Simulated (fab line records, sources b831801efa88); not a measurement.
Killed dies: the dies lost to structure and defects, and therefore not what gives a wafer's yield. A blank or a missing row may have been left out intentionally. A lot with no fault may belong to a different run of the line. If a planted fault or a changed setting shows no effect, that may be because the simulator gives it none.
Which tool did it? + flow gf180mcu + Sampling: 6 lots, 18 wafers, 3 of 602 route steps

## WHAT THE GAUGES READ, wafer by wafer
GF_POLY_GATE_CD_MEAS_10: target cd 280 nm.
| lot  | measured     | on        | cd_nm (nm)        |
|------|--------------|-----------|-------------------|
| L421 | day 9 12:29  | cd_sem-01 | 279.8 279.3 280.1 |
| L424 | day 10 08:01 | cd_sem-01 | 279.6 280.2 281.0 |
| L427 | day 11 07:46 | cd_sem-02 | 279.4 278.0 279.6 |
| L429 | day 11 22:48 | cd_sem-02 | 280.4 279.9 281.3 |
| L439 | day 14 20:48 | cd_sem-02 | 280.2 281.4 280.8 |
| L442 | day 15 22:24 | cd_sem-02 | 278.8 279.1 279.6 |

## WHICH TOOL RAN EACH LOT (tool, then ch and the chambers of the sampled wafers, then the start)
| lot  | GF_LVPWELL_STRIP_10                 | GF_MVPSD_EXPOSE_04                  |
|------|-------------------------------------|-------------------------------------|
| L421 | plasma_asher-01 ch 0,1, day 4 03:05 | iline_stepper-01 ch 0, day 4 23:43  |
| L424 | plasma_asher-03 ch 1, day 4 19:03   | iline_stepper-02 ch 0, day 5 16:46  |
| L427 | plasma_asher-01 ch 0,1, day 5 12:32 | iline_stepper-02 ch 0, day 6 10:34  |
| L429 | plasma_asher-03 ch 0,1, day 6 02:32 | iline_stepper-02 ch 0, day 7 01:29  |
| L439 | plasma_asher-03 ch 0,1, day 8 09:23 | iline_stepper-01 ch 0, day 9 10:36  |
| L442 | plasma_asher-01 ch 0,1, day 9 04:11 | iline_stepper-01 ch 0, day 10 06:39 |
- GF_LVPWELL_STRIP_10: strips in O2/N2.
- GF_MVPSD_EXPOSE_04: exposes mask MVPSD, target cd 1000 nm.

## THE ANSWER, worked out from the rows above alone
Rule: usual is defined by the lots themselves. The widest of any qualifying gaps counts: lots, ordered by their means at a reading, are off when they make up no more than a third of the lots, leave a main group of 4 or more, and stand apart from it by 3 or more times the standard deviation of that group's means. If all means in a main group match to the digits the tables above print for the reading, that group is not used. Also off: a lot with no number at a reading for which 4 or more lots have one. Where the step has rows for the other lots, those lots are counted as sound.
Nothing can be told from this: no lot is off at any reading shown.

## WHAT THE SIMULATOR HAD PUT IN
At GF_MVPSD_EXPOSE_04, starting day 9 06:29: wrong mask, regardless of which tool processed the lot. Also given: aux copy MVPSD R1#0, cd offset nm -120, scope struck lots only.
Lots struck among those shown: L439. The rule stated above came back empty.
